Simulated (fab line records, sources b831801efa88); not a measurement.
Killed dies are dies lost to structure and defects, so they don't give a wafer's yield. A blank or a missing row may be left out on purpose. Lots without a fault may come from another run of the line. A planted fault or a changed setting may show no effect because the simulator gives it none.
Which tool did it? | flow sky130 | 24 lots, 72 wafers sampled, at 4 steps of a route of 708

WHAT THE GAUGES READ, wafer by wafer
SKY_VT_ADJUST_NCORE_CD_MEAS_07: target cd 380 nm. Usual: cd_nm 379.8 nm, standard deviation 2.4.
lot  | measured     | on        | cd_nm (nm)        | flag
L074 | day 8 16:15  | cd_sem-02 | 379.5 380.2 381.1 |
L075 | day 8 22:23  | cd_sem-01 | 376.8 378.7 378.2 |
L076 | day 8 23:56  | cd_sem-02 | 379.3 377.3 380.0 |
L077 | day 9 10:05  | cd_sem-01 | 376.9 377.4 376.1 |
L078 | day 9 17:15  | cd_sem-02 | 379.6 377.7 378.9 |
L079 | day 9 21:15  | cd_sem-02 | 383.4 385.1 383.4 |
L080 | day 10 04:30 | cd_sem-01 | 378.6 380.2 380.3 |
L081 | day 10 13:45 | cd_sem-01 | 381.9 383.7 382.2 |
L082 | day 10 21:44 | cd_sem-02 | 377.5 380.8 379.0 |
L083 | day 11 10:29 | cd_sem-01 | 379.8 383.5 381.2 |
L085 | day 11 23:02 | cd_sem-02 | 375.1 378.3 377.3 |
L084 | day 12 00:15 | cd_sem-01 | 383.9 383.8 381.9 |
L086 | day 12 10:16 | cd_sem-01 | 378.9 377.2 377.8 |
L087 | day 12 15:18 | cd_sem-02 | 379.7 382.6 380.9 |
L088 | day 12 17:08 | cd_sem-01 | 379.2 380.7 379.8 |
L089 | day 13 06:50 | cd_sem-02 | 380.7 378.9 380.3 |
L090 | day 13 17:08 | cd_sem-01 | 377.9 378.7 376.9 |
L091 | day 13 21:10 | cd_sem-01 | 381.3 381.9 382.9 |
L092 | day 14 05:13 | cd_sem-01 | 384.4 383.0 383.4 |
L093 | day 14 07:47 | cd_sem-02 | 379.0 379.3 378.9 |
L094 | day 14 09:29 | cd_sem-01 | 380.2 381.8 381.7 |
L095 | day 14 18:42 | cd_sem-02 | 383.4 381.1 379.8 |
L096 | day 15 04:18 | cd_sem-02 | 379.5 378.6 378.7 |
L097 | day 15 08:55 | cd_sem-02 | 376.8 376.5 375.4 |

SKY_METAL2_CD_MEAS_15: target cd 140 nm. Usual: cd_nm 140.0 nm, standard deviation 1.8.
lot  | measured     | on        | cd_nm (nm)        | flag
L074 | day 35 03:02 | cd_sem-02 | 138.9 140.7 138.0 |
L075 | day 35 16:43 | cd_sem-02 | 141.3 142.1 141.1 |
L076 | day 35 15:13 | cd_sem-01 | 139.9 141.4 140.1 |
L077 | day 36 01:15 | cd_sem-02 | 138.7 136.9 139.5 |
L078 | day 36 12:02 | cd_sem-01 | 139.1 140.0 140.5 |
L079 | day 36 13:44 | cd_sem-02 | 140.9 142.2 141.7 |
L080 | day 37 00:37 | cd_sem-01 | 139.0 139.0 138.5 |
L081 | day 38 01:16 | cd_sem-02 | 139.5 141.4 140.4 |
L082 | day 38 02:49 | cd_sem-02 | 142.8 141.2 143.6 |
L083 | day 38 09:44 | cd_sem-02 | 140.0 140.0 139.9 |
L085 | day 39 04:32 | cd_sem-02 | 138.5 138.6 140.5 |
L084 | day 39 01:35 | cd_sem-01 | 138.8 139.3 139.3 |
L086 | day 39 11:24 | cd_sem-01 | 142.7 142.5 143.0 |
L087 | day 40 00:31 | cd_sem-02 | 142.3 141.4 141.6 |
L088 | day 40 00:08 | cd_sem-01 | 137.8 135.1 138.4 |
L089 | day 40 07:05 | cd_sem-01 | 142.3 141.8 140.1 |
L090 | day 40 20:41 | cd_sem-01 | 137.3 137.4 138.0 |
L091 | day 40 19:08 | cd_sem-01 | 139.5 139.2 140.0 |
L092 | day 41 09:06 | cd_sem-01 | 136.9 136.2 137.4 |
L093 | day 41 04:16 | cd_sem-01 | 140.1 140.8 143.0 |
L094 | day 41 09:11 | cd_sem-02 | 143.6 141.1 141.0 |
L095 | day 41 15:39 | cd_sem-02 | 140.1 138.1 138.4 |
L096 | day 41 23:08 | cd_sem-02 | 137.0 138.2 139.0 |
L097 | day 42 01:40 | cd_sem-01 | 141.0 141.9 141.8 |

WHICH TOOL RAN EACH LOT (tool, then ch and the chambers of the sampled wafers, then the start)
lot  | SKY_LI_CONTACT_SPUTTER_20    | SKY_VIA1_CMP_02
L074 | pvd_sputter-03, day 29 05:38 | cmp-02 ch 1,3, day 32 20:11
L075 | pvd_sputter-04, day 29 18:53 | cmp-01 ch 0,2,3, day 33 10:35
L076 | pvd_sputter-03, day 29 17:04 | cmp-01 ch 0,2,3, day 33 08:36
L077 | pvd_sputter-03, day 30 04:49 | cmp-01 ch 0,3, day 33 19:34
L078 | pvd_sputter-02, day 30 16:07 | cmp-01 ch 0,1,3, day 34 06:39
L079 | pvd_sputter-04, day 30 17:16 | cmp-01 ch 0,2, day 34 07:44
L080 | pvd_sputter-03, day 31 04:04 | cmp-02 ch 0,1,3, day 34 18:41
L081 | pvd_sputter-03, day 32 07:02 | cmp-01 ch 0,2,3, day 35 19:50
L082 | pvd_sputter-03, day 32 08:56 | cmp-01 ch 0,1,3, day 35 21:06
L083 | pvd_sputter-04, day 32 18:20 | cmp-01 ch 0,2,3, day 36 05:18
L085 | pvd_sputter-03, day 33 10:48 | cmp-01 ch 0,2,3, day 36 23:16
L084 | pvd_sputter-02, day 33 08:33 | cmp-01 ch 0,1,3, day 36 20:07
L086 | pvd_sputter-04, day 33 19:25 | cmp-01 ch 0,1,2, day 37 06:40
L087 | pvd_sputter-04, day 34 07:59 | cmp-01 ch 0,2,3, day 37 19:43
L088 | pvd_sputter-03, day 34 07:29 | cmp-02 ch 1,2,3, day 37 19:30
L089 | pvd_sputter-02, day 34 15:40 | cmp-01 ch 1,3, day 38 03:15
L090 | pvd_sputter-02, day 35 08:51 | cmp-02 ch 0,1, day 38 19:03
L091 | pvd_sputter-04, day 35 07:54 | cmp-02 ch 0,1,2, day 38 18:01
L092 | pvd_sputter-02, day 35 20:16 | cmp-02 ch 2,3, day 39 07:13
L093 | pvd_sputter-03, day 35 15:32 | cmp-02 ch 1,3, day 39 01:04
L094 | pvd_sputter-04, day 35 20:37 | cmp-02 ch 0,1, day 39 07:34
L095 | pvd_sputter-04, day 36 02:38 | cmp-02 ch 1,3, day 39 13:28
L096 | pvd_sputter-03, day 36 12:56 | cmp-01 ch 0,2,3, day 39 22:28
L097 | pvd_sputter-04, day 36 13:54 | cmp-01 ch 1,2,3, day 40 00:05
- SKY_LI_CONTACT_SPUTTER_20: material TiN, target thk 20 nm, time 80 s.
- SKY_VIA1_CMP_02: polishes SiO2.

WHAT THE TOOLS THEMSELVES READ (means of the sampled wafers that have a number; where no wafer has one, the mark that the record gives instead)
SKY_LI_CONTACT_SPUTTER_20. Usual: chamber_pressure_pa 5.000 Pa, standard deviation 0.01; throttle_valve_pct 29.7 %, standard deviation 0.87.
lot  | tool           | chamber_pressure_pa (Pa) | throttle_valve_pct (%) | flag
L074 | pvd_sputter-03 | 4.999                    | 29.1                   |
L075 | pvd_sputter-04 | 5.003                    | 30.0                   |
L076 | pvd_sputter-03 | 5.001                    | 30.0                   |
L077 | pvd_sputter-03 | 4.994                    | 29.9                   |
L078 | pvd_sputter-02 | 4.992                    | 29.3                   |
L079 | pvd_sputter-04 | 5.006                    | 30.0                   |
L080 | pvd_sputter-03 | 4.996                    | 29.9                   |
L081 | pvd_sputter-03 | 4.995                    | 29.4                   |
L082 | pvd_sputter-03 | 5.005                    | 29.8                   |
L083 | pvd_sputter-04 | 5.001                    | 31.1                   |
L085 | pvd_sputter-03 | 5.003                    | 29.4                   |
L084 | pvd_sputter-02 | 5.013                    | 29.2                   |
L086 | pvd_sputter-04 | 4.998                    | 30.8                   |
L087 | pvd_sputter-04 | 5.001                    | 29.8                   |
L088 | pvd_sputter-03 | 5.012                    | 30.6                   |
L089 | pvd_sputter-02 | 5.012                    | 29.4                   |
L090 | pvd_sputter-02 | 4.986                    | 29.7                   |
L091 | pvd_sputter-04 | 5.010                    | 29.7                   |
L092 | pvd_sputter-02 | 4.995                    | 29.2                   |
L093 | pvd_sputter-03 | 4.997                    | 30.0                   |
L094 | pvd_sputter-04 | 4.999                    | 29.7                   |
L095 | pvd_sputter-04 | 4.995                    | 30.3                   |
L096 | pvd_sputter-03 | 5.002                    | 29.9                   |
L097 | pvd_sputter-04 | 4.994                    | 30.8                   |

SKY_VIA1_CMP_02. Usual: motor_current_A 12.0 A, standard deviation 1.
lot  | tool   | motor_current_A (A) | flag
L074 | cmp-02 | 12.1                |
L075 | cmp-01 | 11.7                |
L076 | cmp-01 | 11.7                |
L077 | cmp-01 | 11.0                |
L078 | cmp-01 | 11.1                |
L079 | cmp-01 | 12.9                |
L080 | cmp-02 | 12.2                |
L081 | cmp-01 | 11.9                |
L082 | cmp-01 | 11.1                |
L083 | cmp-01 | 12.0                |
L085 | cmp-01 | 11.7                |
L084 | cmp-01 | 11.4                |
L086 | cmp-01 | 12.0                |
L087 | cmp-01 | 11.8                |
L088 | cmp-02 | 12.7                |
L089 | cmp-01 | 11.4                |
L090 | cmp-02 | 12.3                |
L091 | cmp-02 | 12.7                |
L092 | cmp-02 | 13.1                |
L093 | cmp-02 | 11.9                |
L094 | cmp-02 | 12.0                |
L095 | cmp-02 | 12.3                |
L096 | cmp-01 | 11.7                |
L097 | cmp-01 | 12.3                |

THE ANSWER, worked out from the rows above alone
Rule: a lot is off if the mean of its wafers that have a number lies more than 3 standard deviations from the usual mean. A lot without any number at a reading at which 4 lots or more have one is off too. The other lots that the step has rows for count as sound. The gauges are gone through in route order, then the tools' own readings, and for those a lot's mean is taken as printed above. The first step at which some lot is off is used, and at that step the reading that is off furthest; a lot without a number counts as furthest.
No lot is off at any reading shown: from this, nothing can be told.

WHAT THE SIMULATOR HAD PUT IN
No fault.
